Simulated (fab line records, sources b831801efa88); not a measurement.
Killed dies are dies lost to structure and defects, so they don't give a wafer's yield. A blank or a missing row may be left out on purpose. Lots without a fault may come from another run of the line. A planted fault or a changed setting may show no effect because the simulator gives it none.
A struck lot beside a sound one | flow sky130 | 21 steps out of a route of 708
Sound: wafers L216.2, L216.3, L216.5. Struck: wafers L229.1, L229.4, L229.5. The cause comes at the end.
At each step with rows: each side's tool, then ch and its chambers, then its first start. Under that, the readings that differ: sound wafers | struck wafers | difference of the means | sigmas: that difference in standard deviations of wafers without a fault.
alike: readings whose means differ by less than 2 such deviations, and words and numbers that are the same on both sides. not compared: withheld readings, readings that some wafer has no value for, bounds like >300 that may hide the same value, and numbers for which the record gives no deviation and whose values overlap.
The two part at a step that has a row with sigmas, a row that says differs or no value, or rows on one side only. Numbers that don't overlap but have no deviation are shown without sigmas and don't part them. A reading that every wafer of one side lacks parts them only if that side has two wafers or more.

SKY_SD_N_RS_MEAS_16: measures by four-point-probe.
  sound on film_metro-03, day 29 07:46; struck on film_metro-01, day 33 18:10
  alike: SD_N_RS
SKY_SD_N_RS_MEAS_17: measures by four-point-probe.
  sound on film_metro-03, day 29 07:53; struck on film_metro-01, day 33 18:17
  alike: SD_P_RS
SKY_SD_N_RS_MEAS_18: measures by four-point-probe.
  sound on film_metro-03, day 29 08:00; struck on film_metro-01, day 33 18:24
  alike: RES_XHIGH_RS
then, 2 steps without rows for these wafers: SKY_SALICIDE_CLEAN_00 (cleans in HF-last, time 30 s); SKY_LI_CONTACT_HDPCVD_00 (deposits PSG, target thk 930 nm, time 153 s).
SKY_LI_CONTACT_THK_MEAS_01:
  sound on film_metro-04, day 29 08:14; struck on film_metro-03, day 33 18:38
  alike: LI_CONTACT_HDPCVD_THK
SKY_LI_CONTACT_CMP_02: polishes PSG.
  sound on cmp-01 ch 2,3, day 29 08:20; struck on cmp-01 ch 0,1,2, day 33 18:42
  alike: motor_current_A, time_to_endpoint_s
SKY_LI_CONTACT_BOW_MEAS_03:
  sound on film_metro-03, day 29 08:36; struck on film_metro-04, day 33 19:00
  alike: LI_CONTACT_BOW
then, 4 steps without rows for these wafers: SKY_LI_CONTACT_DEHYDRATE_04 (time 60 s); SKY_LI_CONTACT_HMDS_05 (prime time 60 s); SKY_LI_CONTACT_COAT_06 (resist thk 60 nm); SKY_LI_CONTACT_COAT_07 (resist thk 450 nm).
SKY_LI_CONTACT_SOFTBAKE_08: time 90 s.
  sound on litho_track-04 ch 0, day 29 22:00; struck on litho_track-04 ch 0, day 34 08:00
  reading                  | sound              | struck            | difference | sigmas
  heater_power_total_W (W) | 57.44 57.39 57.30  | 53.88 53.84 53.78 | -3.54      | -32
  plate_temp_C (C)         | 100.12 99.93 99.99 | 95.61 95.67 95.74 | -4.34      | -39
  alike: resist_line_temp_C
then, 2 steps without rows for these wafers: SKY_LI_CONTACT_EXPOSE_09 (exposes mask LICM1, target cd 170 nm); SKY_LI_CONTACT_PEB_10.
SKY_LI_CONTACT_DEVELOP_11: develop time 60 s.
  sound on litho_track-04 ch 0; struck on litho_track-03 ch 0
  alike: resist_line_temp_C
  not compared: model.KrF-thick_of_LI_CONTACT_COAT_07.thk_nm
SKY_LI_CONTACT_CD_MEAS_12: target cd 170 nm.
  sound on cd_sem-02, day 30 12:01; struck on cd_sem-01, day 34 22:22
  alike: cd_nm
SKY_LI_CONTACT_OVL_MEAS_13:
  sound on overlay-01, day 30 12:08; struck on overlay-01, day 34 22:29
  alike: LI_CONTACT_OVL
SKY_LI_CONTACT_ETCH_14: etches BARC in N2/H2, stops on SiO2, time 45.9 s, target depth 60 nm.
  sound on rie_diel-03 ch 1,2, day 30 12:10; struck on rie_diel-02 ch 1,2,3, day 34 22:31
  alike: drypump_motor_current_A, oes_product_au, rf_fwd_power_W, throttle_valve_pct
  not compared: rf_hours_counter_h, model.KrF-thick_of_LI_CONTACT_COAT_07.thk_nm
SKY_LI_CONTACT_ETCH_15: etches PSG in C4F8/O2/Ar, stops on Si, target depth 600 nm.
  sound on rie_diel-03 ch 1,2, day 30 12:12; struck on rie_diel-02 ch 1,2,3, day 34 22:34
  alike: oes_product_au, rf_fwd_power_W
then, 1 step without rows for these wafers: SKY_PAD_OPEN_PROBE_99.

WHERE THEY PART
Only at SKY_LI_CONTACT_SOFTBAKE_08, within this record. Later steps at which nothing parts them and some readings are alike: SKY_LI_CONTACT_DEVELOP_11, SKY_LI_CONTACT_CD_MEAS_12, SKY_LI_CONTACT_OVL_MEAS_13, SKY_LI_CONTACT_ETCH_14, SKY_LI_CONTACT_ETCH_15.

WHY: what the simulator had put in
Process parameter drift: litho_track-04, from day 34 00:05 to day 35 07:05, at SKY_LI_CONTACT_SOFTBAKE_08. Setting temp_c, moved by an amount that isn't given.
